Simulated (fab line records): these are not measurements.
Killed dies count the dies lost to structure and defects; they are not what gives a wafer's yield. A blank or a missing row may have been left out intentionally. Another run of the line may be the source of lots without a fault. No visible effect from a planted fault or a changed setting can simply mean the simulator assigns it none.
The tool behind it: which one?	flow gf180mcu	21 wafers from 7 lots sampled at 2 of the route's 602 steps

## WHAT EACH GAUGE READ, for each wafer
GF_PSD_CD_MEAS_07: the cd target is 400 nm.
lot	measured	on	cdNm (nm)
L241	day 14 15:03	cdSem-02	398.1 395.0 395.4
L243	day 15 10:46	cdSem-01	398.8 398.6 396.3
L245	day 16 02:08	cdSem-02	397.3 400.0 399.0
L250	day 17 21:38	cdSem-01	- - -
L258	day 20 15:10	cdSem-01	396.2 396.1 395.9
L260	day 21 07:19	cdSem-01	401.1 400.2 401.6
L262	day 22 00:05	cdSem-01	398.9 401.5 397.9

## WHAT TOOL EACH LOT RAN ON (gives the tool, then ch and the chambers of the sampled wafers, and finally the start)
lot	GF_PSD_COAT_02
L241	lithoTrack-04 ch 0, day 14 04:47
L243	lithoTrack-03 ch 0, day 14 23:58
L245	lithoTrack-01 ch 0, day 15 15:26
L250	lithoTrack-04, day 17 09:56
L258	lithoTrack-04 ch 0, day 20 02:22
L260	lithoTrack-01 ch 0, day 20 19:31
L262	lithoTrack-03 ch 0, day 21 11:36
- GF_PSD_COAT_02: resist thk 1000 nm.

## THE ANSWER, worked out from the rows above alone
Rule: the usual values come from the lots themselves. Put in order of their means at a reading, lots are off if they are a third of the lots or fewer, leave a main group of 4 or more, and stand apart from it by a gap of 3 or more times the standard deviation of the main group's means; of several such gaps the widest counts. Not used: any main group whose means are identical at the precision the tables above print for the reading. A lot without any number at a reading at which 4 lots or more have one is off too. Where the step has rows for the other lots, those lots are counted as sound.
Off, at GF_PSD_CD_MEAS_07 on cdNm: L250. Without a number there: L250. The main group: mean 398.2 nm, standard deviation 1.7.
If a tool, at a process step before that reading, ran all the lots that are off and no sound lot after the first of them, it fits. Those tools and the gauges at GF_PSD_CD_MEAS_07 are tried in the same way. Not one of the candidates tried fits.

## WHAT WAS PUT IN BY THE SIMULATOR
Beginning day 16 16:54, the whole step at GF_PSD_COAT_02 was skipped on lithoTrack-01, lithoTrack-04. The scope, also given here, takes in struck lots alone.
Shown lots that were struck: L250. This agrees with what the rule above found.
